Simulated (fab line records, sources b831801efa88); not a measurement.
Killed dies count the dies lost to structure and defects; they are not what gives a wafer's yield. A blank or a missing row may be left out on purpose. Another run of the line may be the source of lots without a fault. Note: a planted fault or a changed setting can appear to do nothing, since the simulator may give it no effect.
fab line records	flow sfqLine
record: lots: 14	wafers: 41	lastDay: 85
route steps=325 shown I2@104
lots that met no fault: taken from a fault-free run of the same line
startH: hours from the record's first day to the start of the lot's first wafer shown	waitH: how many hours have passed since the lot's step before this one	" same as the row above	L1.1+2: several wafers, shown together as one row	- no value, or no start given	* or withheld: withheld	< > ~ a bound
route shown NAME@n: NAME is a module with steps in the file, n the number in the route of the first one	usual: mean and standard deviation over wafers with no fault	same: alike in all rows	chamber/n: place in a boat	sites: the reading at each site	_std_site: the values' standard deviation	_edge_site: the outer-site mean with the inner-site mean subtracted	radiusMm: how far each site lies from the wafer's centre	mask NAME#n: copy n	behind: the most recent tool/chamber to have shaped the wafer	hold: why the lot was held/for how many hours/how that ended	device: the n, p or np transistor that did not switch	end of line: tests run on the same wafers once the route is complete	a step with no rows: only its recipe	killed: not the wafer's yield, but the dies lost to structure and defects at the first sort	map: dies across one wafer; x = killed, . = not, _ = none there
set.NAME: the setting as run; set.NAME@STEP: as run at that earlier step	model.NAME: the simulator's own value behind a step, which no gauge read
a sample of lots followed through the steps of the route, with each step as a table and each wafer as a row
services: when a tool's chamber went out of use (startH, in hours from the record's first day, below 0 if earlier), for how many hours, and the reason
== steps ==
step: SFQ_TRILAYER_I2_CMP_CMP_064
recipe: material: SiO2	downForcePsi: 3	platenRpm: 60	padVelocityMS: 0.94248
usual: motorCurrentA: 10.1/0.71	platenRpm: 60.00/0.046	timeToEndpointS: 219/7.1
lot.wafer	tool	chamber	startH	waitH	motorCurrentA	platenRpm	timeToEndpointS
L763.1	cmp-02	2	696.53	0.0	8.2	59.99	214
L763.2	"	0	697.53	1.0	10.0	59.98	221
L763.6	"	2	698.53	2.0	9.4	59.92	219
L764.2	cmp-01	2	701.34	2.5	11.0	60.02	209
L764.4	"	3	"	"	9.7	60.01	227
L764.3	"	1	702.84	4.0	10.5	60.00	221
L765.3	cmp-01	3	705.79	1.0	9.9	59.96	232
L765.5	"	1	706.79	2.0	10.2	59.94	219
L765.6	"	2	"	"	10.2	60.08	222
L766.2	cmp-02	3	718.00	0.1	10.3	60.06	220
L766.3	"	2	719.50	1.6	8.9	60.04	221
L766.5	"	3	"	"	10.7	60.08	224
L767.4	cmp-01	3	760.72	0.7	9.1	60.00	227
L767.2	"	0	"	"	10.8	59.95	219
L767.6	"	3	762.72	2.7	10.1	60.06	221
L769.3	cmp-01	3	763.72	1.3	9.6	59.99	214
L769.2	"	1	764.72	2.3	10.1	59.97	213
L769.6	"	0	766.22	3.8	10.8	59.98	219
L768.4	cmp-02	1	764.33	3.1	9.4	60.00	225
L768.5	"	2	"	"	8.8	59.97	215
L768.6	"	3	"	"	10.2	59.94	214
L774.5	cmp-02	1	823.32	2.0	9.7	60.01	232
L774.6	"	2	"	"	9.0	60.04	268
L775.1	cmp-01	2	828.52	0.0	11.0	59.96	203
L775.4	"	0	829.52	1.0	10.9	60.06	211
L775.6	"	3	831.02	2.5	10.0	59.91	215
L776.2	cmp-02	0	830.92	0.0	10.0	59.99	220
L776.1	"	2	831.92	1.0	9.1	60.05	267
L776.6	"	1	833.42	2.5	9.1	60.00	228
L779.3	cmp-01	1	836.12	1.6	10.2	59.98	206
L779.4	"	2	"	"	10.5	59.91	214
L779.6	"	0	837.62	3.1	10.9	59.98	227
L780.4	cmp-01	2	838.74	0.5	10.8	59.84	223
L780.2	"	3	"	"	9.6	60.01	223
L780.5	"	1	840.24	2.0	10.0	60.05	220
L784.3	cmp-01	2	847.24	1.8	10.2	60.03	209
L784.2	"	3	"	"	10.3	59.98	217
L784.1	"	1	848.74	3.3	10.3	60.01	214
L786.1	cmp-01	3	1008.83	0.5	9.9	59.99	219
L786.6	"	2	1010.33	2.0	10.1	59.94	212
L786.5	"	3	"	"	9.7	60.08	223
step: SFQ_TRILAYER_I2_METRO_MEASURE_065
usual: thkNm: 200.4/1
lot.wafer	tool	chamber	startH	waitH	thkNm
L763.1	filmMetro-03	-	699.65	0.1	201.1
L763.2	"	-	"	"	200.7
L763.6	"	-	"	"	200.3
L764.2	filmMetro-04	-	704.66	0.3	200.0
L764.3	"	-	"	"	200.2
L764.4	"	-	"	"	200.2
L765.3	filmMetro-03	-	708.31	0.5	202.1
L765.5	"	-	"	"	200.0
L765.6	"	-	"	"	199.3
L766.2	filmMetro-03	-	721.32	0.3	199.7
L766.3	"	-	"	"	200.3
L766.5	"	-	"	"	199.9
L767.2	filmMetro-03	-	764.04	0.3	199.6
L767.4	"	-	"	"	201.3
L767.6	"	-	"	"	199.8
L768.4	filmMetro-04	-	766.55	0.6	201.0
L768.5	"	-	"	"	200.3
L768.6	"	-	"	"	199.8
L769.2	filmMetro-03	-	767.04	0.3	198.9
L769.3	"	-	"	"	200.4
L769.6	"	-	"	"	198.6
L774.5	filmMetro-03	-	825.24	0.8	201.6
L774.6	"	-	"	"	150.8
L775.1	filmMetro-01	-	831.64	0.1	200.0
L775.4	"	-	"	"	199.4
L775.6	"	-	"	"	201.2
L776.1	filmMetro-03	-	834.04	0.1	150.9
L776.2	"	-	"	"	201.9
L776.6	"	-	"	"	200.8
L779.3	filmMetro-03	-	838.64	0.5	198.9
L779.4	"	-	"	"	199.4
L779.6	"	-	"	"	200.3
L780.2	filmMetro-04	-	841.56	0.3	201.5
L780.4	"	-	"	"	200.6
L780.5	"	-	"	"	200.5
L784.1	filmMetro-01	-	850.36	0.1	199.2
L784.2	"	-	"	"	200.3
L784.3	"	-	"	"	197.3
L786.1	filmMetro-03	-	1011.45	0.1	200.9
L786.5	"	-	"	"	200.5
L786.6	"	-	"	"	198.5
step: SFQ_TRILAYER_I2_VIA_ETCH_VIA_ETCH_070
recipe: target: SiO2	stopOn: Nb	maskMaterial: PR	taperDeg: 20	chemistry: CHF3	targetDepthNm: 260	sourceW: 500	biasW: 80	pressureMtorr: 30	timeS: withheld
usual: drypumpMotorCurrentA: 5.84/0.26	oesProductAu: 0.855/0.0056
lot.wafer	tool	chamber	startH	waitH	drypumpMotorCurrentA	oesProductAu
L763.1	rieDiel-04	1	860.17	0.0	6.19	0.855
L763.2	"	0	"	"	6.05	0.865
L763.6	"	3	"	"	6.26	0.858
L764.2	rieDiel-03	2	863.77	0.0	5.67	0.845
L764.3	"	0	"	"	5.85	0.861
L764.4	"	3	"	"	5.90	0.862
L765.3	rieDiel-02	3	866.17	0.0	5.88	0.846
L765.5	"	2	"	"	5.60	0.851
L765.6	"	3	"	"	5.88	0.854
L766.2	rieDiel-03	3	879.49	0.0	5.91	0.850
L766.3	"	0	"	"	5.78	0.853
L766.5	"	0	"	"	5.80	0.849
L767.2	rieDiel-03	3	921.36	0.0	5.89	0.845
L767.4	"	0	"	"	5.77	0.864
L767.6	"	2	"	"	5.70	0.855
L768.4	rieDiel-02	2	923.76	0.0	5.61	0.855
L768.5	"	3	"	"	5.86	0.858
L768.6	"	0	"	"	6.04	0.858
L769.2	rieDiel-03	1	926.16	0.0	5.94	0.848
L769.3	"	3	"	"	5.90	0.852
L769.6	"	0	"	"	5.80	0.848
L774.5	rieDiel-03	1	984.47	0.1	5.96	0.860
L774.6	"	2	"	"	5.70	0.738
L775.1	rieDiel-03	3	991.61	0.0	5.90	0.863
L775.4	"	2	"	"	5.68	0.846
L775.6	"	1	"	"	5.96	0.857
L776.1	rieDiel-02	1	992.81	0.0	5.66	0.736
L776.2	"	3	"	"	5.86	0.859
L776.6	"	1	"	"	5.68	0.851
L779.3	rieDiel-02	3	997.61	0.0	5.87	0.853
L779.4	"	2	"	"	5.61	0.848
L779.6	"	2	"	"	5.61	0.852
L780.2	rieDiel-03	3	1001.21	0.0	5.92	0.858
L780.4	"	1	"	"	5.93	0.846
L780.5	"	2	"	"	5.68	0.853
L784.1	rieDiel-04	3	1009.86	0.0	6.26	0.845
L784.2	"	2	"	"	5.00	0.856
L784.3	"	1	"	"	6.21	0.850
L786.1	rieDiel-04	2	1014.98	0.0	5.01	0.855
L786.5	"	3	"	"	6.23	0.854
L786.6	"	2	"	"	5.03	0.845
== services ==
tool	chamber	startH	hours	kind
cmp-02	-	700.84	0.9	repair
rieDiel-02	3	702.98	8.1	repair
cmp-02	-	704.13	4.9	pm
cmp-01	-	734.53	4.3	repair
cmp-02	-	749.83	4.0	pm
cmp-01	-	751.50	6.2	repair
rieDiel-03	3	795.64	9.4	repair
cmp-01	-	811.84	2.8	repair
rieDiel-03	-	819.19	4.3	pm
filmMetro-03	-	839.44	0.8	pm
filmMetro-03	-	843.49	0.7	pm
filmMetro-03	-	864.20	0.2	pm
cmp-02	-	901.51	6.4	repair
cmp-02	-	903.00	1.5	repair
cmp-01	-	917.81	4.0	pm
cmp-02	-	921.75	4.1	repair
rieDiel-03	2	924.04	6.0	repair
cmp-01	-	942.75	8.2	pm
cmp-01	-	958.33	0.6	repair
rieDiel-03	2	965.40	5.1	repair
cmp-01	-	987.84	3.9	pm
cmp-02	-	992.82	8.1	pm
rieDiel-03	0	997.29	20.4	repair
cmp-02	-	1001.36	1.2	repair
== key ==
firstSign: step: SFQ_TRILAYER_I2_CMP_CMP_064	reading: timeToEndpointS	direction: up	sigmas: 7	usual: *	struck: *
effect: step: SFQ_TRILAYER_I2_METRO_MEASURE_065	reading: thkNm	direction: down	sigmas: 48	usual: 200.4	struck: 150.8
effect: step: SFQ_TRILAYER_I2_VIA_ETCH_VIA_ETCH_070	reading: oesProductAu	direction: down	sigmas: 21	usual: 0.855	struck: 0.737
metAt SFQ_TRILAYER_I2_CMP_CMP_064
struckLots L774,L776
struckWafers L774.6,L776.1
onsetBetween 764.33 823.32
fault: kind: processParameterDrift	tool: cmp-02	chamber: 2	onsetH: 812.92	steps: SFQ_TRILAYER_I2_CMP_CMP_064	channel: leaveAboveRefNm	offset: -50	shape: step	endH: 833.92	actsIn: theseRecipesOnly	stated: 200
